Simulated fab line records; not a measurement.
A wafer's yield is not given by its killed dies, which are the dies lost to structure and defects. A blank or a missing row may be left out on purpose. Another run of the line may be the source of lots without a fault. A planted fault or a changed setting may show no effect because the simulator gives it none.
Comparing a struck lot with a sound one -- flow sky130 -- 22 out of 708 route steps
Sound: wafers L520.2, L520.3, L520.5. Wafers L536.1, L536.4, L536.6 were the ones struck. The cause is named last.
Order at every step that has rows: each side's tool, ch and its chambers, its first start. Under that, the readings that differ: sound wafers -- struck wafers -- difference of the means -- sigmas: that difference in standard deviations of wafers without a fault.
alike: same words and numbers on both sides, and readings whose means sit less than 2 such deviations apart. not compared: any withheld reading, any reading some wafer has no value for, any bound like >300 that may hide the same value, and any number with overlapping values for which the record gives no deviation.
The two part at a step that has a row with sigmas, a row that says differs or no value, or rows on one side only. Numbers that don't overlap but have no deviation are shown without sigmas and don't part them. A reading missing from all wafers of one side parts the sides only when that side holds two or more wafers.

first, 1 step without rows for these wafers: SKY_CAPM_DEVELOP_11 (develop time 60 s).
SKY_CAPM_OVL_MEAS_12:
  sound: overlay-02 at day 38 00:45; struck: overlay-02 at day 42 12:59
  alike: CAPM_OVL
SKY_CAPM_METAL_ETCH_13: etches TiN in Cl2/BCl3, stops on SiO2, target depth 220 nm, time 62.9 s.
  sound on rie-metal-04 ch 0, day 38 00:47; struck on rie-metal-01 ch 1, day 42 13:02
  alike: drypump-motor-current-A, oes-product-au, throttle-valve-pct
  not compared: rf-hours-counter-h
SKY_CAPM_STRIP_14: strips in O2/N2.
  sound on plasma-asher-03 ch 0, day 38 00:52; struck on plasma-asher-01 ch 0, day 42 13:07
  alike: drypump-motor-current-A, oes-product-au, strip-time-to-endpoint-s
  not compared: rf-hours-counter-h
then, 8 steps without rows for these wafers: SKY_CAPM_STRIP_15 (strips in post etch residue remover, time 1200 s); SKY_CAPM_CLEAN_16 (cleans in IPA, time 180 s); SKY_CAPM_CLEAN_17 (cleans in O3/DIW); SKY_METAL3_DEHYDRATE_05 (time 60 s); SKY_METAL3_HMDS_06 (prime time 60 s); SKY_METAL3_COAT_07 (resist thk 60 nm); SKY_METAL3_COAT_08 (resist thk 1140 nm); SKY_METAL3_SOFTBAKE_09 (time 90 s).
SKY_METAL3_EXPOSE_10: exposes mask MM3, target cd 300 nm.
  sound on krf-scanner-02 ch 0, day 38 14:32; struck on krf-scanner-02 ch 0, day 43 01:41
  alike: mask
then, 2 steps without rows for these wafers: SKY_METAL3_PEB_11; SKY_METAL3_DEVELOP_12 (develop time 60 s).
SKY_METAL3_CD_MEAS_13: target cd 300 nm.
  sound: cd-sem-01 at day 39 02:25; struck: cd-sem-01 at day 43 12:32
reading,sound,struck,difference,sigmas
cd-nm (nm),300.7 302.7 300.6,271.8 281.0 264.5,-28.9,-17
SKY_METAL3_OVL_MEAS_14:
  sound: overlay-01 at day 39 02:31; struck: overlay-01 at day 43 12:40
  alike: METAL3_OVL
SKY_METAL3_DESCUM_15: chemistry O2, time 8 s.
  sound on rie-metal-01 ch 1, day 39 02:33; struck on rie-metal-03 ch 0,1, day 43 12:42
reading,sound,struck,difference,sigmas
oes-product-au (a.u.),0.975 0.978 0.976,1.021 0.998 1.015,+0.035,+2
model.METAL3.cd-nm (nm),301.5 303.1 301.4,272 281.1 265.3,-29,
  alike: drypump-motor-current-A
  not compared: rf-hours-counter-h
SKY_METAL3_ETCH_16: etches BARC in N2/H2, stops on SiO2, time 88.2 s, target depth 60 nm.
  sound on rie-metal-01 ch 1, day 39 02:35; struck on rie-metal-03 ch 0,1, day 43 12:44
  alike: drypump-motor-current-A, oes-product-au, throttle-valve-pct
  not compared: rf-hours-counter-h
SKY_METAL3_ETCH_17: etches SiO2 in C4F8/O2/Ar, stops on TiN, time 3.9 s, target depth 15 nm.
  sound on rie-diel-04 ch 0,2,3, day 39 02:41; struck on rie-diel-04 ch 0,1,3, day 43 12:50
  alike: oes-product-au
SKY_METAL3_METAL_ETCH_18: etches the open film in Cl2/BCl3, stops on SiO2, target depth 845 nm, time 183.1 s.
  sound on rie-metal-03 ch 0,1, day 39 02:42; struck on rie-metal-01 ch 0,1, day 43 12:51
reading,sound,struck,difference,sigmas
model.METAL3.cd-nm (nm),295.1 293.7 299,273.1 282.5 263.7,-22.8,
  alike: drypump-motor-current-A, oes-product-au, throttle-valve-pct
  not compared: rf-hours-counter-h
SKY_METAL3_STRIP_19: strips in O2/N2.
  sound on plasma-asher-01 ch 0,1, day 39 02:53; struck on plasma-asher-02 ch 0,1, day 43 13:02
reading,sound,struck,difference,sigmas
strip-time-to-endpoint-s (s),6.45 6.42 6.49,6.61 6.61 6.72,+0.19,+2
  alike: drypump-motor-current-A, oes-product-au
  not compared: rf-hours-counter-h

WHERE THEY PART
At SKY_METAL3_CD_MEAS_13 first; at SKY_METAL3_STRIP_19 last (within this record only).

WHY: the cause the simulator had injected
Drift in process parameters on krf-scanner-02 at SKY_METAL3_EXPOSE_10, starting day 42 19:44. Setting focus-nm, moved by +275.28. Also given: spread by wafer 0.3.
